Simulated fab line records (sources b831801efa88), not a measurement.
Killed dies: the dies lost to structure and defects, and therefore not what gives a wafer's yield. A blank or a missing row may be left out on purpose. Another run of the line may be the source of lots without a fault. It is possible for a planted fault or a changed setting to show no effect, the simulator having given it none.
Code-filled problem report in 8D (eight disciplines) form :: flow sky130 :: the parts of the form that need people (team, actions taken, sign-off) are left out

## 1. WHAT WENT WRONG
POLY_GATE_CVD_00_THK at SKY_POLY_GATE_THK_MEAS_01 reads a mean of 234.8 nm on 6 wafers of 2 lots; wafers without a fault read 180.9 nm with a standard deviation of 1.7. Measured from the usual mean, that is +32 standard deviations.
Seen first at day 18 20:45 on film metro-02, wafer L519.3. Wafers with a number at this step in the record: 42, from 14 lots. The rule behind "out" and "out of limits": a value lying over 4 standard deviations away from the usual mean. The rest of the wafers with a number are treated as sound.

## 2. WHAT IT IS AND WHAT IT IS NOT
question: which readings at this step
is: POLY_GATE_CVD_00_THK
is not: -

question: which lots
is: L519, L520
is not: L505, L506, L509, L510, L511, L512, L513, L514, L515, L516, L517, L518

question: which wafers of those lots
is: all that have a number
is not: -

question: read on which gauges
is: film metro-02, film metro-04
is not: film metro-01

question: when
is: from day 18 20:45
is not: up to then (36 sound wafers)

## 3. WHAT RULES OUT EACH SUSPECT
Counting: a tool at a process step up to the reading stays a suspect if it ran every lot that is out and no sound lot after the first of them.
- the gauge at SKY_POLY_GATE_THK_MEAS_01 is ruled out. Those wafers that are out were read across 2 gauges (film metro-02, film metro-04).
- plasma asher-02 at SKY_FIELD_ISO_STRIP_16 (strips in O2/N2): kept. Every lot that is out went through it, starting with L519 (day 5 06:16), and after that it ran no sound lot; the last sound lot it ran before then is L518 (day 5 03:52).
- lpcvd-01 at SKY_POLY_GATE_CVD_00 (deposits poly-Si, target thk 180 nm, time 720 s): kept. Every lot that is out went through it, starting with L519 (day 18 19:32), and after that it ran no sound lot; the last sound lot it ran before then is L518 (day 18 16:36).
Left after counting: plasma asher-02 at SKY_FIELD_ISO_STRIP_16, lpcvd-01 at SKY_POLY_GATE_CVD_00.

## 4. THE CAUSE (what the simulator had put in)
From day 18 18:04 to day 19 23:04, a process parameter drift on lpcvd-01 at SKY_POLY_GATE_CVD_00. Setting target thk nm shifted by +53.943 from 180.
Counting left 2 suspects, and this tool is among them.

## 5. THE CHAIN OF EFFECTS, in route order
Each row: a reading where the mean over the struck wafers with a number is more than 3 standard deviations away from the usual. Readings are gone through only where the record gives a usual standard deviation; hours: the median, over the lots, of the time from a lot's start at the first step in this table giving one to that lot's start at this step; sigmas: the change measured in usual standard deviations.
hours: 0
step: SKY_POLY_GATE_THK_MEAS_01
reading: POLY_GATE_CVD_00_THK
usual: 180.9 nm
on struck wafers: 234.8
change: +53.9
sigmas: +32

## 6. HOW IT WOULD HAVE BEEN CAUGHT EARLIER
Counted from the fault's start at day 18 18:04, it took 3 hours until the first out-of-limits reading at a measuring or inspecting step in this record, taken at day 18 20:45.
Lots out: 2; of these, L520 started SKY_POLY_GATE_CVD_00 on lpcvd-01 after day 18 20:45. A tool hold placed at that time would have kept it from harm.
